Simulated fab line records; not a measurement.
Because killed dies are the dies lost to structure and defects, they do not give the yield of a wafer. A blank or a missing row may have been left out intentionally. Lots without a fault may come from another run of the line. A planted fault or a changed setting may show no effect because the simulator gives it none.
Struck lot and sound lot, side by side | flow sky130 | 19 out of 708 route steps
Sound: these wafers, L136.2, L136.3, L136.4. Wafers L149.1, L149.2, L149.6 were the ones struck. Last of all comes the cause.
Order at every step that has rows: each side's tool, ch and its chambers, its first start. Under that, the readings that differ: sound wafers | struck wafers | difference of the means | sigmas: that difference in standard deviations of wafers without a fault.
alike: a reading whose means differ by less than 2 such deviations, as well as words and numbers matching on both sides. not compared: withheld readings; readings where some wafer has no value; bounds like >300 that might hide an equal value; numbers whose values overlap and for which the record gives no deviation.
A row with sigmas, a row that says differs or no value, or rows on one side alone: a step with any of these is where the two part. Numbers that don't overlap but have no deviation are shown without sigmas and don't part them. A reading missing from all wafers of one side parts the sides only when that side holds two or more wafers.

first, 3 steps without rows for these wafers: SKY_VT_ADJUST_NCORE_EXPOSE_04 (exposes mask LVTN COMPLEMENT THIN, target cd 380 nm); SKY_VT_ADJUST_NCORE_PEB_05; SKY_VT_ADJUST_NCORE_DEVELOP_06 (develop time 60 s).
SKY_VT_ADJUST_NCORE_CD_MEAS_07: the cd target is 380 nm.
  struck on cd_sem-01, day 15 01:59; sound on cd_sem-02, day 11 05:43
  alike: cd_nm
SKY_VT_ADJUST_NCORE_OVL_MEAS_08:
  struck on overlay-02, day 15 02:07; sound on overlay-02, day 11 05:49
  alike: VT_ADJUST_NCORE_OVL
after that, 1 step had no rows for these wafers: SKY_VT_ADJUST_NCORE_IMPLANT_09.
SKY_VT_ADJUST_NCORE_STRIP_10: strips in O2/N2.
  sound on plasma_asher-04 ch 0,1, day 11 05:59; struck on plasma_asher-03 ch 0,1, day 15 02:18
  reading                      | sound             | struck            | difference | sigmas
  drypump_motor_current_A (A)  | 5.0 5.4 5.0       | 6.1 6.5 6.5       | +1.2       | +2
  strip_time_to_endpoint_s (s) | 13.97 13.94 13.96 | 13.86 13.87 13.84 | -0.10      | -2
  alike: oes_product_au
  not compared: rf_hours_counter_h
SKY_VT_ADJUST_NCORE_TW_MEAS_11:
  struck on film_metro-03, day 15 02:24; sound on film_metro-03, day 11 06:06
  alike: VT_ADJUST_NCORE_TW
then, 4 steps without rows for these wafers: SKY_VT_ADJUST_HVTR_DEHYDRATE_00 (time 60 s); SKY_VT_ADJUST_HVTR_HMDS_01 (prime time 60 s); SKY_VT_ADJUST_HVTR_COAT_02 (resist thk 1140 nm); SKY_VT_ADJUST_HVTR_SOFTBAKE_03 (time 60 s).
SKY_VT_ADJUST_HVTR_EXPOSE_04: exposes mask HVTRM, target cd 380 nm.
  sound on iline_stepper-01 ch 0, day 11 17:38; struck on iline_stepper-01 ch 0, day 15 15:43
  reading                                | sound             | struck               | difference | sigmas
  model.VT_ADJUST_HVTR.overlay_x_nm (nm) | -1.05 -1.05 -1.05 | -193.7 -193.7 -193.7 | -192.6     |
  alike: mask, reticle_temp_C
then, 2 steps without rows for these wafers: SKY_VT_ADJUST_HVTR_PEB_05; SKY_VT_ADJUST_HVTR_DEVELOP_06 (develop time 60 s).
SKY_VT_ADJUST_HVTR_CD_MEAS_07: the cd target is 380 nm.
  struck on cd_sem-01, day 16 05:41; sound on cd_sem-02, day 12 05:31
  reading    | sound             | struck            | difference | sigmas
  cd_nm (nm) | 377.1 379.1 378.6 | 385.3 385.2 383.3 | +6.3       | +2
SKY_VT_ADJUST_HVTR_OVL_MEAS_08:
  struck on overlay-01, day 16 05:49; sound on overlay-01, day 12 05:37
  reading                 | sound        | struck               | difference | sigmas
  VT_ADJUST_HVTR_OVL (nm) | 0.6 -1.5 0.9 | -192.7 -192.5 -193.8 | -193.0     | -99 or more
after that, 1 step had no rows for these wafers: SKY_VT_ADJUST_HVTR_IMPLANT_09.
-- here the record skips 34 days between the struck wafers' starts before and after, leaving off in module VT_ADJUST_HVTR and picking up in module PAD_OPEN (first step shown: number 708 of the route) --
SKY_PAD_OPEN_PROBE_99:
  struck on prober-01, day 50 16:35; sound on prober-02, day 48 04:08
  reading                                  | sound                   | struck                  | difference | sigmas
  killed_at_front_end                      | 16 16 15                | 26 26 21                | +9         | +2
  model.etest.pfet_01v8_mvt.drive_ua_um    | 163.7 162.2 160.8       | 123.5 124.9 126.4       | -37.3      |
  model.etest.pfet_01v8_mvt.off_log10_a_um | -10.18 -10.12 -9.955    | -12.64 -12.78 -12.59    | -2.59      |
  model.etest.pfet_01v8_mvt.vt_sat_v (V)   | -0.5289 -0.5383 -0.533  | -0.8038 -0.8024 -0.7969 | -0.2676    |
  model.etest.pfet_01v8_mvt.vt_v (V)       | -0.6258 -0.6332 -0.6276 | -0.8587 -0.8581 -0.8527 | -0.2276    |
  alike: killed_at_M0_to_M3, killed_at_M4_up, killed_at_contacts, killed_at_other, killed_dies, killed_open, killed_short

WHERE THEY PART
Earliest at SKY_VT_ADJUST_NCORE_STRIP_10; latest, in this record, at SKY_PAD_OPEN_PROBE_99.

WHY: what the simulator had put in
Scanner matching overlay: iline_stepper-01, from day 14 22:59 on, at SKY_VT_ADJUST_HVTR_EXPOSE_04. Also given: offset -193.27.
